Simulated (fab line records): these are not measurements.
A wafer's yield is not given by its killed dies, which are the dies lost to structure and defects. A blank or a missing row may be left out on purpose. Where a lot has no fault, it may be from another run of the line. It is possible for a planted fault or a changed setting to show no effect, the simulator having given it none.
Chamber matching || flow sky130 || SKY_POLY_GATE_ETCH_16 on rie-diel-03 has 4 sister chambers
The step etches Si3N4 in CH3F/O2, stops on poly-Si, time 147.5 s, target depth 75 nm. 4 wafers are shown with their chamber, then 8 later ones without.

== EACH WAFER AND ITS CHAMBER ==
{"wafer": "L727.1", "chamber": 3, "throttle-valve-pct (%)": 10.548}
{"wafer": "L734.2", "chamber": 0, "throttle-valve-pct (%)": 10.531}
{"wafer": "L734.6", "chamber": 2, "throttle-valve-pct (%)": 10.540}
{"wafer": "L735.4", "chamber": 1, "throttle-valve-pct (%)": 10.528}

== WAFERS WITHOUT THEIR CHAMBER ==
{"wafer": "L735.5", "throttle-valve-pct (%)": 10.542}
{"wafer": "L735.6", "throttle-valve-pct (%)": 10.532}
{"wafer": "L740.1", "throttle-valve-pct (%)": 10.522}
{"wafer": "L740.4", "throttle-valve-pct (%)": 10.534}
{"wafer": "L740.5", "throttle-valve-pct (%)": 10.518}
{"wafer": "L739.2", "throttle-valve-pct (%)": 10.523}
{"wafer": "L739.3", "throttle-valve-pct (%)": 10.532}
{"wafer": "L739.4", "throttle-valve-pct (%)": 10.522}

== THE CHAMBER EACH PASSED THROUGH ==
{"wafer": "L735.5", "from the rows above": "can't be placed: 2 or 3 or 0", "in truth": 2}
{"wafer": "L735.6", "from the rows above": "can't be placed: 0 or 1 or 2", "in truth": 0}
{"wafer": "L740.1", "from the rows above": "can't be placed: 1 or 0", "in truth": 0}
{"wafer": "L740.4", "from the rows above": "can't be placed: 0 or 2 or 1", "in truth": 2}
{"wafer": "L740.5", "from the rows above": "can't be placed: 1 or 0", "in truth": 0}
{"wafer": "L739.2", "from the rows above": "can't be placed: 1 or 0", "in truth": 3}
{"wafer": "L739.3", "from the rows above": "can't be placed: 0 or 1 or 2", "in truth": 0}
{"wafer": "L739.4", "from the rows above": "can't be placed: 1 or 0", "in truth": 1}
Placed correctly: 0 of 8. Unplaceable from these rows: 8, with the true chamber sitting among the candidates in 7. Placed wrongly: 0.
How it was worked out, from the rows above alone: a wafer's distance from a chamber is the root of the sum, over the readings, of the square of ((its reading less the chamber's mean) divided by the reading's scatter). If the next closest chamber is less than 2 further off than the closest, the wafer can't be placed; otherwise it belongs to the closest. A chamber's mean is the mean of its shown wafers. The scatter: root of mean squared gap, hidden wafer to nearest shown wafer, with one shown wafer a chamber.
